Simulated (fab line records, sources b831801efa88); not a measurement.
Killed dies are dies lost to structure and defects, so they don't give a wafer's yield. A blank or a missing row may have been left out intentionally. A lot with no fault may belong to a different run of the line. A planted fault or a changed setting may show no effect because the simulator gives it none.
One fault through the eyes of 2 desks | flow gf180mcu | each desk has only its own numbers; what lay behind them comes last

TOOL OWNER'S DESK, krf-scanner-01
The tool's own readings at GF_M1_EXPOSE_11 (exposes mask Metal1, target cd 230 nm): means of the sampled wafers that have a number, for each lot that ran on this tool. If a lot's mean is further than 4 standard deviations from the usual mean, the lot is out of limits and carries the mark OUT (the distance appears in the brackets).
Columns: A = focus-offset-nm at GF_M1_EXPOSE_11, usual 0.0 nm
lot  | first seen here | A
L420 | day 17 08:57    | 0.3
L421 | day 17 17:52    | -0.6
L422 | day 18 00:36    | 0.3
L424 | day 18 21:26    | 0.4
L427 | day 20 03:02    | -0.1
L430 | day 21 01:14    | -0.3
L431 | day 21 13:29    | -0.2
L433 | day 22 08:17    | -0.1
L436 | day 23 04:58    | 0.4
L438 | day 23 20:01    | 0.5
This desk's finding: nothing out of limits on any of the 10 lots.

AT THE METROLOGY DESK
What the gauges read, lot by lot, whatever tool the lot ran on: means of the sampled wafers that have a number. If a lot's mean is further than 4 standard deviations from the usual mean, the lot is out of limits and carries the mark OUT (the distance appears in the brackets).
Columns: A = CONTACT_OVL at GF_CONTACT_OVL_MEAS_15, usual -1 nm; B = cd-nm at GF_M1_CD_MEAS_14, usual 230.4 nm
lot  | first seen here | A   | B
L418 | day 15 23:23    | -3  | 230.6
L419 | day 16 07:10    | 1   | 230.8
L420 | day 16 19:35    | 3   | 228.5
L421 | day 17 04:56    | -2  | 231.9
L422 | day 17 11:29    | 2   | 230.3
L424 | day 18 07:50    | 6   | 232.2
L425 | day 18 19:28    | -14 | 231.2
L427 | day 19 13:28    | -6  | 230.0
L428 | day 19 21:46    | -2  | 230.3
L430 | day 20 11:55    | -5  | 231.0
L431 | day 21 00:14    | -7  | 230.6
L433 | day 21 18:49    | -3  | 228.5
L436 | day 22 15:43    | 1   | 212.2 (-18) OUT
L438 | day 23 07:25    | 0   | 211.4 (-19) OUT
Finding of this desk: L436, L438 out of limits; the first was L436 at day 23 16:04, on cd-nm at GF_M1_CD_MEAS_14. In limits: L418, L419, L420, L421, L422, L424, L425, L427, L428, L430, L431, L433.

BROUGHT TOGETHER
An alarm was possible from the metrology desk at day 23 16:04, on L436, L438.
Nothing out of limits was seen by the tool owner's desk.
The tool owner's desk has L436, L438 on record, within its limits.
Every lot named ran GF_M1_EXPOSE_11 on krf-scanner-01.

WHAT THE SIMULATOR HAD INSERTED
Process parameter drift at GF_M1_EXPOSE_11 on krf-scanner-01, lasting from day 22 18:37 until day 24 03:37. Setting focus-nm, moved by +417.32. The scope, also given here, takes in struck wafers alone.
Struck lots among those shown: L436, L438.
Per desk, hours elapsed from the start of the fault to the first reading out of limits: for the metrology desk, 21.
